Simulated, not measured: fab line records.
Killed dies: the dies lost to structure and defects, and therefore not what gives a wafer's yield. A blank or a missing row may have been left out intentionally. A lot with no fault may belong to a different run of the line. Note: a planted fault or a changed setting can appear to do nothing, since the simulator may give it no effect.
fab line records	flow sky130
record: lots: 14	wafers: 42	lastDay: 48
route steps=708 shown FIELD_ISO@17 VT_ADJUST_LVTN@106 VT_ADJUST_HVTR@142 POLY_GATE@204
lots with no fault: from the same line, run without faults
startH: hours from the record's opening day to when the first of the lot's shown wafers began	waitH: how many hours have passed since the lot's step before this one	" unchanged from the row above	L1.1+2: a single row standing in for several wafers	- value missing, or start not given	* or withheld: withheld	< > ~ a bound
route shown NAME@n: names a module that has steps shown in the file, with the first one's number in the route	usual: mean/standard deviation of fault-free wafers	same: alike in all rows	chamber/n: place in a boat	sites: the reading at each site	_std_site: standard deviation of those values	_edge_site: inner sites' mean taken away from outer sites' mean	radiusMm: how far each site lies from the wafer's centre	mask NAME#n: copy n	behind: the last tool/chamber to shape the wafer	hold: what put the lot on hold/how long, in hours/how the hold closed	device: the transistor (n, p or np) that didn't switch	end of line: tests of these same wafers at the route's end	for a step that has no rows: nothing shown but its recipe	killed: at the first sort, the dies lost to defects and structure; wafer yield is something else	map: the dies of a wafer, with x for killed, . for not killed, _ for no die there
set.NAME: setting as actually run; set.NAME@STEP: the setting as run at that earlier step	model.NAME: the simulator's own value behind a step, which no gauge read
route steps across a sampled set of lots; one table per step, one row per wafer
services: from which hour (startH, from the record's first day; less than 0 if before it) a tool's chamber was out of use, for how many hours, and why
== steps ==
step: SKY_FIELD_ISO_STRIP_16
recipe: chemistry: O2/N2	powerW: 1400	pressureMtorr: 1500	platenTempC: withheld	o2FlowSccm: 3000	n2FlowSccm: 300	overashFraction: 0.5
usual: drypumpMotorCurrentA: 6.0/0.35	n2FlowSccm: 299.8/0.89	oesProductAu: 0.377/0.0045	stripTimeToEndpointS: 3.54/0.044
same: overashFraction: 0.5
lot.wafer	tool	chamber	startH	waitH	drypumpMotorCurrentA	n2FlowSccm	oesProductAu	rfHoursCounterH	stripTimeToEndpointS
L506.1	plasmaAsher-02	0	34.58	0.0	6.1	299.6	0.383	37	3.60
L506.4	"	1	"	"	5.7	299.5	0.384	-	3.66
L506.6	"	1	"	"	5.6	299.5	0.388	-	3.64
L505.1	plasmaAsher-01	1	34.72	0.0	5.9	298.2	0.380	37	3.53
L505.3	"	1	"	"	5.9	298.2	0.373	-	3.54
L505.4	"	0	"	"	6.7	300.7	0.374	-	3.49
L509.2	plasmaAsher-01	0	48.33	0.0	6.7	298.7	0.377	39	3.55
L509.3	"	1	"	"	5.8	300.7	0.370	-	3.53
L509.4	"	0	"	"	6.7	300.4	0.379	-	3.56
L510.2	plasmaAsher-03	1	53.22	0.0	6.1	300.2	0.378	37	3.55
L510.3	"	0	"	"	5.5	299.2	0.381	-	3.53
L510.5	"	0	"	"	5.5	300.0	0.384	-	3.55
L511.2	plasmaAsher-02	0	61.28	0.0	6.0	298.4	0.373	40	3.52
L511.4	"	1	"	"	5.6	300.3	0.383	-	3.57
L511.5	"	0	"	"	6.0	299.6	0.372	-	3.52
L512.1	plasmaAsher-02	1	68.02	0.0	5.6	299.5	0.378	41	3.54
L512.3	"	1	"	"	5.6	299.9	0.371	-	3.47
L512.6	"	0	"	"	6.0	299.1	0.379	-	3.48
L513.1	plasmaAsher-03	0	74.37	0.0	5.5	299.8	0.380	38	3.58
L513.4	"	0	"	"	5.5	300.0	0.387	-	3.57
L513.5	"	1	"	"	6.1	299.7	0.382	-	3.53
L514.3	plasmaAsher-03	0	78.92	0.1	5.5	300.9	0.376	-	3.56
L514.4	"	1	"	"	6.1	301.3	0.374	-	3.60
L514.5	"	1	"	"	6.1	301.0	0.376	-	3.54
L515.1	plasmaAsher-02	0	81.22	0.0	6.1	299.5	0.372	42	3.50
L515.4	"	0	"	"	6.1	298.3	0.374	-	3.51
L515.5	"	0	"	"	6.1	298.2	0.376	-	3.50
L516.1	plasmaAsher-01	1	87.87	0.0	5.9	298.9	0.380	42	3.50
L516.4	"	1	"	"	5.9	300.6	0.374	-	3.50
L516.6	"	1	"	"	5.9	300.0	0.370	-	3.51
L517.1	plasmaAsher-03	0	93.12	0.0	5.6	300.9	0.377	40	3.55
L517.4	"	0	"	"	5.6	300.4	0.389	-	3.61
L517.5	"	0	"	"	5.5	300.1	0.392	-	3.61
L518.2	plasmaAsher-02	0	99.87	0.0	6.1	297.9	0.380	44	3.59
L518.4	"	0	"	"	6.1	297.4	0.379	-	3.51
L518.6	"	0	"	"	6.1	297.9	0.382	-	3.50
L519.3	plasmaAsher-02	1	102.27	0.1	5.7	299.9	0.374	-	3.52
L519.4	"	0	"	"	6.1	301.8	0.372	-	3.51
L519.6	"	0	"	"	6.1	300.5	0.368	-	3.52
L520.1	plasmaAsher-02	0	110.87	0.0	6.1	299.4	0.377	45	3.52
L520.3	"	0	"	"	6.1	300.9	0.380	-	3.52
L520.5	"	1	"	"	5.6	299.6	0.375	-	3.50
step: SKY_VT_ADJUST_LVTN_STRIP_09
recipe: chemistry: O2/N2	powerW: 1400	pressureMtorr: 1500	platenTempC: withheld	o2FlowSccm: 3000	n2FlowSccm: 300	overashFraction: 0.5
usual: drypumpMotorCurrentA: 6.0/0.39	n2FlowSccm: 300.0/0.86	oesProductAu: 0.722/0.004	stripTimeToEndpointS: 36.92/0.11
same: overashFraction: 0.5
lot.wafer	tool	chamber	startH	waitH	drypumpMotorCurrentA	n2FlowSccm	oesProductAu	rfHoursCounterH	stripTimeToEndpointS
L506.1	plasmaAsher-04	0	144.78	0.1	5.4	299.0	0.721	31	36.98
L506.4	"	0	"	"	5.4	299.2	0.724	-	36.85
L506.6	"	0	"	"	5.4	299.4	0.718	-	36.88
L505.1	plasmaAsher-02	1	144.94	0.1	5.6	299.3	0.721	49	36.79
L505.3	"	1	"	"	5.7	299.7	0.724	-	36.69
L505.4	"	0	"	"	6.0	299.5	0.729	-	36.80
L509.2	plasmaAsher-04	1	162.19	0.1	6.3	299.6	0.720	33	36.87
L509.3	"	0	"	"	5.4	299.9	0.728	-	36.91
L509.4	"	1	"	"	6.3	299.3	0.714	-	36.89
L510.2	plasmaAsher-04	1	168.53	0.1	6.4	299.6	0.719	33	36.74
L510.3	"	1	"	"	6.3	300.1	0.725	-	36.77
L510.5	"	0	"	"	5.4	301.7	0.718	-	36.65
L511.2	plasmaAsher-04	1	184.79	0.1	6.3	299.9	0.720	35	37.09
L511.4	"	0	"	"	5.4	298.9	0.720	-	37.10
L511.5	"	1	"	"	6.4	298.0	0.722	-	36.96
L512.1	plasmaAsher-02	0	188.74	0.1	6.1	299.6	0.720	54	36.82
L512.3	"	0	"	"	6.1	299.1	0.724	-	37.06
L512.6	"	1	"	"	5.6	299.6	0.724	-	36.89
L513.1	plasmaAsher-02	0	195.69	0.1	6.1	299.0	0.725	54	36.92
L513.4	"	0	"	"	6.1	299.3	0.729	-	36.77
L513.5	"	0	"	"	6.0	301.1	0.720	-	36.88
L514.3	plasmaAsher-04	1	201.77	0.1	6.3	299.9	0.717	-	36.85
L514.4	"	0	"	"	5.4	301.0	0.724	-	36.93
L514.5	"	1	"	"	6.3	299.0	0.713	-	36.87
L515.1	plasmaAsher-02	0	204.73	0.1	6.0	300.3	0.729	55	37.09
L515.4	"	0	"	"	6.1	300.6	0.728	-	37.10
L515.5	"	1	"	"	5.6	301.1	0.716	-	37.17
L516.1	plasmaAsher-01	0	214.24	0.1	6.7	299.8	0.722	10	37.08
L516.4	"	1	"	"	5.9	300.2	0.719	-	37.01
L516.6	"	1	"	"	5.9	298.2	0.716	-	36.92
L517.1	plasmaAsher-02	1	221.03	0.1	5.6	299.4	0.723	56	36.80
L517.4	"	1	"	"	5.6	300.2	0.726	-	36.81
L517.5	"	0	"	"	6.1	301.0	0.724	-	36.79
L518.2	plasmaAsher-01	0	231.44	0.1	6.7	300.4	0.717	12	36.97
L518.4	"	1	"	"	5.9	300.8	0.718	-	36.96
L518.6	"	1	"	"	5.9	300.0	0.717	-	36.93
L519.3	plasmaAsher-02	0	231.82	0.1	6.1	299.5	0.720	-	36.83
L519.4	"	1	"	"	5.6	299.0	0.721	-	36.83
L519.6	"	0	"	"	6.0	299.9	0.726	-	36.77
L520.1	plasmaAsher-04	0	245.03	0.1	5.4	301.0	0.721	41	36.86
L520.3	"	0	"	"	5.4	300.8	0.719	-	36.77
L520.5	"	1	"	"	6.4	298.9	0.729	-	36.74
step: SKY_VT_ADJUST_HVTR_TW_MEAS_11
usual: VT_ADJUST_HVTR_TW: 212.3/1.3
lot.wafer	tool	chamber	startH	waitH	VT_ADJUST_HVTR_TW
L506.1	filmMetro-03	-	206.90	0.1	213.9
L506.4	"	-	"	"	213.7
L506.6	"	-	"	"	212.9
L505.1	filmMetro-02	-	207.20	0.1	211.9
L505.3	"	-	"	"	211.0
L505.4	"	-	"	"	212.3
L509.2	filmMetro-04	-	225.33	0.1	211.9
L509.3	"	-	"	"	211.4
L509.4	"	-	"	"	212.5
L510.2	filmMetro-02	-	235.97	0.1	210.9
L510.3	"	-	"	"	211.9
L510.5	"	-	"	"	211.3
L511.2	filmMetro-04	-	250.06	0.1	210.1
L511.4	"	-	"	"	210.1
L511.5	"	-	"	"	210.2
L512.1	filmMetro-03	-	255.75	0.1	213.5
L512.3	"	-	"	"	214.5
L512.6	"	-	"	"	214.2
L513.1	filmMetro-04	-	262.16	0.1	210.4
L513.4	"	-	"	"	210.3
L513.5	"	-	"	"	211.2
L514.3	filmMetro-03	-	269.87	0.1	213.8
L514.4	"	-	"	"	214.2
L514.5	"	-	"	"	213.5
L515.1	filmMetro-02	-	274.16	0.1	211.6
L515.4	"	-	"	"	211.6
L515.5	"	-	"	"	212.6
L516.1	filmMetro-04	-	286.00	0.1	211.4
L516.4	"	-	"	"	211.9
L516.6	"	-	"	"	211.5
L517.1	filmMetro-03	-	294.00	0.1	215.1
L517.4	"	-	"	"	213.4
L517.5	"	-	"	"	213.1
L518.2	filmMetro-04	-	306.11	0.1	211.3
L518.4	"	-	"	"	211.4
L518.6	"	-	"	"	211.3
L519.3	filmMetro-04	-	306.39	0.1	210.4
L519.4	"	-	"	"	210.3
L519.6	"	-	"	"	209.7
L520.1	filmMetro-04	-	321.50	0.1	212.9
L520.3	"	-	"	"	212.4
L520.5	"	-	"	"	213.3
step: SKY_POLY_GATE_CVD_00
recipe: material: poly-Si	targetThkNm: 180	tempC: 620	timeS: 720	pressureMtorr: 200
lot.wafer	tool	chamber	startH	waitH
L505.1+3+4	lpcvd-01	1	311.96	0.0
L506.1+4+6	lpcvd-01	1	316.09	0.0
L509.2+3+4	lpcvd-01	0	335.54	0.0
L510.2+3+5	lpcvd-01	1	354.67	0.0
L511.2+4+5	lpcvd-01	1	364.39	0.0
L512.1+3+6	lpcvd-01	0	376.59	0.0
L513.1+4+5	lpcvd-01	0	381.01	0.0
L514.3+4+5	lpcvd-01	0	389.84	0.0
L515.1+4+5	lpcvd-01	0	395.50	0.0
L516.1+4+6	lpcvd-01	1	403.23	0.0
L517.1+4+5	lpcvd-01	1	413.25	0.0
L518.2+4+6	lpcvd-01	0	424.60	0.0
L519.3+4+6	lpcvd-01	1	427.53	0.0
L520.1+3+5	lpcvd-01	1	452.69	0.0
step: SKY_POLY_GATE_THK_MEAS_01
recipe: reads: poly-Si_of_POLY_GATE_CVD_00
usual: POLY_GATE_CVD_00_THK: 180.9/1.7
lot.wafer	tool	chamber	startH	waitH	hold	POLY_GATE_CVD_00_THK[nm]
L505.1	filmMetro-04	-	313.16	0.0	-	179.4
L505.3	"	-	"	"	-	180.4
L505.4	"	-	"	"	-	180.2
L506.1	filmMetro-01	-	317.29	0.0	-	182.2
L506.4	"	-	"	"	-	182.9
L506.6	"	-	"	"	-	183.7
L509.2	filmMetro-02	-	336.75	0.0	-	181.1
L509.3	"	-	"	"	-	182.7
L509.4	"	-	"	"	-	180.9
L510.2	filmMetro-04	-	355.88	0.0	-	178.8
L510.3	"	-	"	"	-	178.9
L510.5	"	-	"	"	-	180.1
L511.2	filmMetro-04	-	365.60	0.0	-	180.1
L511.4	"	-	"	"	-	177.9
L511.5	"	-	"	"	-	179.9
L512.1	filmMetro-01	-	377.79	0.0	-	178.7
L512.3	"	-	"	"	-	179.4
L512.6	"	-	"	"	-	177.7
L513.1	filmMetro-04	-	382.21	0.0	-	183.2
L513.4	"	-	"	"	-	183.0
L513.5	"	-	"	"	-	182.2
L514.3	filmMetro-02	-	391.06	0.0	-	180.0
L514.4	"	-	"	"	-	180.3
L514.5	"	-	"	"	-	179.7
L515.1	filmMetro-04	-	396.70	0.0	-	179.6
L515.4	"	-	"	"	-	179.8
L515.5	"	-	"	"	-	178.9
L516.1	filmMetro-01	-	404.43	0.0	-	179.8
L516.4	"	-	"	"	-	179.1
L516.6	"	-	"	"	-	179.2
L517.1	filmMetro-04	-	414.45	0.0	-	182.6
L517.4	"	-	"	"	-	181.2
L517.5	"	-	"	"	-	181.0
L518.2	filmMetro-01	-	425.81	0.0	-	179.5
L518.4	"	-	"	"	-	178.9
L518.6	"	-	"	"	-	178.9
L519.3	filmMetro-02	-	428.75	0.0	awaitDispo/0.2h/release	234.5
L519.4	"	-	"	"	awaitDispo/0.2h/release	235.7
L519.6	"	-	"	"	awaitDispo/0.2h/release	235.6
L519.3	filmMetro-02	-	428.97	0.2	-	234.5
L519.4	"	-	"	"	-	235.6
L519.6	"	-	"	"	-	235.5
L520.1	filmMetro-04	-	453.89	0.0	awaitDispo/0.2h/release	233.9
L520.3	"	-	"	"	awaitDispo/0.2h/release	234.5
L520.5	"	-	"	"	awaitDispo/0.2h/release	234.9
L520.1	filmMetro-04	-	454.12	0.2	-	233.9
L520.3	"	-	"	"	-	234.6
L520.5	"	-	"	"	-	235.0
== services ==
tool	chamber	startH	hours	kind
plasmaAsher-02	-	92.35	0.8	repair
plasmaAsher-01	-	108.75	9.0	pm
plasmaAsher-01	0	108.75	9.0	ventCycle
plasmaAsher-01	1	108.75	9.0	ventCycle
plasmaAsher-01	0	117.75	-	clean
plasmaAsher-01	1	117.75	-	clean
plasmaAsher-03	-	167.04	19.2	repair
plasmaAsher-02	-	273.61	2.2	repair
plasmaAsher-03	-	305.50	14.6	pm
plasmaAsher-04	-	317.96	2.8	pm
lpcvd-01	-	323.55	0.9	repair
plasmaAsher-03	-	334.40	0.4	repair
plasmaAsher-04	-	365.03	6.2	repair
plasmaAsher-01	-	368.21	1.4	repair
plasmaAsher-03	-	374.07	1.3	repair
plasmaAsher-04	-	393.98	7.9	repair
lpcvd-01	-	400.74	1.1	repair
plasmaAsher-02	-	421.25	9.0	pm
plasmaAsher-02	0	421.25	9.0	ventCycle
plasmaAsher-02	1	421.25	9.0	ventCycle
plasmaAsher-02	0	430.25	-	clean
plasmaAsher-02	1	430.25	-	clean
plasmaAsher-01	-	433.46	1.7	repair
== key ==
firstSign: step: SKY_POLY_GATE_THK_MEAS_01	reading: visit	direction: added
effect: step: SKY_POLY_GATE_THK_MEAS_01	reading: POLY_GATE_CVD_00_THK	direction: up	sigmas: 32	usual: 180.9	struck: 234.8
metAt SKY_POLY_GATE_CVD_00
struckLots L519,L520
laterRowsLeftOut L519.3,L519.6,L520.1,L520.3,L520.5
sortLeftOut L519.3,L519.4,L519.6,L520.1,L520.3,L520.5
testerLeftOut L519,L520
notActingAt SKY_FIELD_ISO_STRIP_16,SKY_VT_ADJUST_LVTN_STRIP_09,SKY_VT_ADJUST_HVTR_TW_MEAS_11
onsetBetween 424.60 427.53
alsoFits time
fault: kind: processParameterDrift	tool: lpcvd-01	chamber: -	onsetH: 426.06	steps: SKY_POLY_GATE_CVD_00	channel: targetThkNm	offset: 53.943	shape: step	endH: 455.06	stated: 180
testerLeftOut: of these lots the tester's yield and bins aren't shown, on N5 and GAA mostly nor the transistor test; their killed dies are dies lost to structure and defects alone, not to doping, threshold or leakage, so they don't give the yield
sortLeftOut: the simulated sort isn't trusted on such a fault, so these wafers' sort isn't shown, and their yield isn't known
laterRowsLeftOut: the simulator's readings of these wafers behind a module that went badly wrong aren't trusted and aren't shown, but for the sort
